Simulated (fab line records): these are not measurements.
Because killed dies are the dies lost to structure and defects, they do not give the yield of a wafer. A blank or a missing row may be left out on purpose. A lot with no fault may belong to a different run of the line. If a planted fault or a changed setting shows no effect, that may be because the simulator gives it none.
Split-lot experiment | flow sky130 | 23 wafers read across 5 lots, on a route 708 steps long

== ABOUT THE SPLIT ==
At SKY_METAL5_SPUTTER_01 (material TiN, target thk 20 nm, time 16.7 s), the setting timeS was moved away from the recipe's 16.7 s on 9 of the 23 wafers read, by -14.3% to +6.7%. For the rest of the wafers, this setting stayed at what the recipe calls for.

The reading comes from the split's own step.

== THE READING ==
TiN_of_METAL5_SPUTTER_01.thkNm (the simulator's own value, which no gauge read), in nm, at SKY_METAL5_SPUTTER_01 (material TiN, target thk 20 nm, time 16.7 s). There is no usual value for it anywhere in the file. Across the 14 wafers here that went through the recipe, the average is 20.17 nm and the standard deviation 0.16 nm.

wafer  | tool, chamber at the split | timeS as run, s | against the recipe | TiN_of_METAL5_SPUTTER_01.thkNm, nm | against lot-mates on the recipe
L076.1 | pvdSputter-01, -           | 17.43           | +4.4%              | 20.74                              | +0.74
L076.2 | pvdSputter-01, -           | 16.7            | recipe             | 19.91                              | -
L076.3 | pvdSputter-01, -           | 16.7            | recipe             | 20.09                              | -
L076.4 | pvdSputter-01, -           | 17.43           | +4.4%              | 20.99                              | +0.99
L076.5 | pvdSputter-01, -           | 17.43           | +4.4%              | 20.75                              | +0.75
L078.2 | pvdSputter-04, -           | 16.7            | recipe             | 20.42                              | -
L078.5 | pvdSputter-04, -           | 16.7            | recipe             | 20.22                              | -
L078.6 | pvdSputter-04, -           | 16.7            | recipe             | 20.4                               | -
L079.2 | pvdSputter-03, -           | 17.82           | +6.7%              | 21.5                               | +1.39
L079.3 | pvdSputter-03, -           | 16.7            | recipe             | 20.19                              | -
L079.4 | pvdSputter-03, -           | 16.7            | recipe             | 20.07                              | -
L079.5 | pvdSputter-03, -           | 16.7            | recipe             | 20.06                              | -
L079.6 | pvdSputter-03, -           | 17.82           | +6.7%              | 21.62                              | +1.51
L080.1 | pvdSputter-04, -           | 14.31           | -14.3%             | 17.35                              | -2.94
L080.2 | pvdSputter-04, -           | 14.31           | -14.3%             | 17.52                              | -2.77
L080.3 | pvdSputter-04, -           | 16.7            | recipe             | 20.17                              | -
L080.4 | pvdSputter-04, -           | 16.7            | recipe             | 20.32                              | -
L080.5 | pvdSputter-04, -           | 16.7            | recipe             | 20.38                              | -
L085.1 | pvdSputter-03, -           | 16.7            | recipe             | 19.91                              | -
L085.2 | pvdSputter-03, -           | 17.35           | +3.9%              | 20.59                              | +0.53
L085.3 | pvdSputter-03, -           | 16.7            | recipe             | 20.2                               | -
L085.5 | pvdSputter-03, -           | 16.7            | recipe             | 20.08                              | -
L085.6 | pvdSputter-03, -           | 17.35           | +3.9%              | 20.88                              | +0.82

FIT RESULTS
A straight line over all 23 wafers: TiN_of_METAL5_SPUTTER_01.thkNm changes by +0.187 nm for each +1% of timeS; r = +0.99; the points scatter about the line by 0.17 nm.
The same after taking each lot's own level away (the mean of its wafers on the recipe; 23 wafers): +0.2 nm for each +1%; r = +0.99; scatter 0.11 nm.
On that fit, the largest move of timeS shifts the reading by 2.9 nm.
The span of the lots' own levels, 20.000 to 20.347 nm, comes to 2.2 times the standard deviation stated above.
The two slopes agree, so the slope changes little with the lot-to-lot level.
Check: with one of the wafers moved furthest among these (-14.3%) left out of the fit, the line predicts -2.81 nm for it against its lot-mates. Against them it came out at -2.94 nm.

== THESE WAFERS: OTHER SPLITS ==
Before the reading, these wafers also passed through other splits. Each is held against what the fit with the lots' levels taken away leaves over:
other split on the same wafers          | wafers away from the commonest value | r with TiN_of_METAL5_SPUTTER_01.thkNm (lot level and that fit taken away)
SKY_CAPM_DEVELOP_11 developTimeS        | 11                                   | +0.12
SKY_CAPM_METAL_ETCH_13 biasW            | 8                                    | -0.14
SKY_VIA3_CMP_02 leaveAboveRefNm         | 7                                    | -0.04
SKY_VIA3_ETCH_14 sourceW                | 9                                    | -0.03
SKY_VIA3_SPUTTER_20 powerW              | 5                                    | +0.08
SKY_METAL4_SPUTTER_04 chamberPressurePa | 10                                   | +0.15
SKY_CAP2M_COAT_07 resistThkNm           | 10                                   | -0.18
SKY_CAP2M_METAL_ETCH_13 pressureMtorr   | 5                                    | -0.18
SKY_METAL4_METAL_ETCH_18 icpW           | 6                                    | -0.01
SKY_VIA4_CMP_02 leaveAboveRefNm         | 6                                    | +0.26
SKY_VIA4_SOFTBAKE_07 timeS              | 8                                    | +0.19
SKY_VIA4_CVD_18 pressureTorr            | 15                                   | -0.11

== FILE'S OWN FIT ==
TiN_of_METAL5_SPUTTER_01.thkNm changes by +0.2 nm for each +1% of timeS, r = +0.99.
